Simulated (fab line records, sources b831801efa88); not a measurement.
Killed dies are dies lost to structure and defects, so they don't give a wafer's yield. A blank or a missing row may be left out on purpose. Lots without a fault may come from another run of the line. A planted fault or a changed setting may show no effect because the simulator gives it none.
One fault seen from 2 desks | flow sky130 | each desk has only its own numbers; what lay behind them comes last

THE TOOL OWNER'S DESK: rie_diel-04
The tool's own readings at SKY_VIA2_ETCH_14 (etches BARC in N2/H2, stops on SiO2, time 45.9 s, target depth 60 nm): means of the sampled wafers that have a number, for each lot that ran on this tool. A lot is out of limits, marked OUT, if its mean lies more than 4 standard deviations from the usual mean; the brackets give that distance.
Columns: A = drypump_motor_current_A at SKY_VIA2_ETCH_14, usual 5.7 A; B = oes_product_au at SKY_VIA2_ETCH_14, usual 0.856 a.u.; C = run_length_s at SKY_VIA2_ETCH_14, usual 74.0 s; D = throttle_valve_pct at SKY_VIA2_ETCH_14, usual 13.225 %
lot  | first seen here | A   | B                | C               | D
L671 | day 40 09:19    | 5.6 | 0.853            | 74.1            | 13.225
L673 | day 40 19:37    | 5.5 | 0.882 (+5.8) OUT | 72.5 (-4.3) OUT | 13.230
This desk's finding: out of limits on L673; first on L673, day 40 19:37 (oes_product_au at SKY_VIA2_ETCH_14). In limits: L671.

THE METROLOGY DESK
What the gauges read, lot by lot, whatever tool the lot ran on: means of the sampled wafers that have a number. A lot is out of limits, marked OUT, if its mean lies more than 4 standard deviations from the usual mean; the brackets give that distance.
Columns: A = VIA2_BOW at SKY_VIA2_BOW_MEAS_03, usual 83 um; B = cd_nm at SKY_VIA2_CD_MEAS_12, usual 200.0 nm; C = VIA2_OVL at SKY_VIA2_OVL_MEAS_13, usual -1 nm
lot  | first seen here | A  | B     | C
L669 | day 38 14:17    | 83 | 198.5 | 3
L671 | day 39 07:55    | 94 | 201.6 | -2
L672 | day 39 14:47    | 82 | 200.3 | -2
L673 | day 39 17:38    | 84 | 202.0 | -4
L687 | day 43 10:36    | 82 | 199.2 | -2
This desk's finding: nothing out of limits on any of the 5 lots.

PUT TOGETHER
The tool owner's desk could have raised an alarm at day 40 19:37, on L673.
The metrology desk saw nothing out of limits.
The metrology desk has L673 on record, within its limits.
Of the lots named, all ran SKY_VIA2_ETCH_14 on rie_diel-04.

WHAT THE SIMULATOR HAD PUT IN
Process parameter drift: rie_diel-04, from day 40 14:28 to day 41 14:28, at SKY_VIA2_ETCH_14. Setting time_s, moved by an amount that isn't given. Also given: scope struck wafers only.
Lots struck among those shown: L673.
Hours from the fault's start to each desk's first reading out of limits: the tool owner's desk, 5.
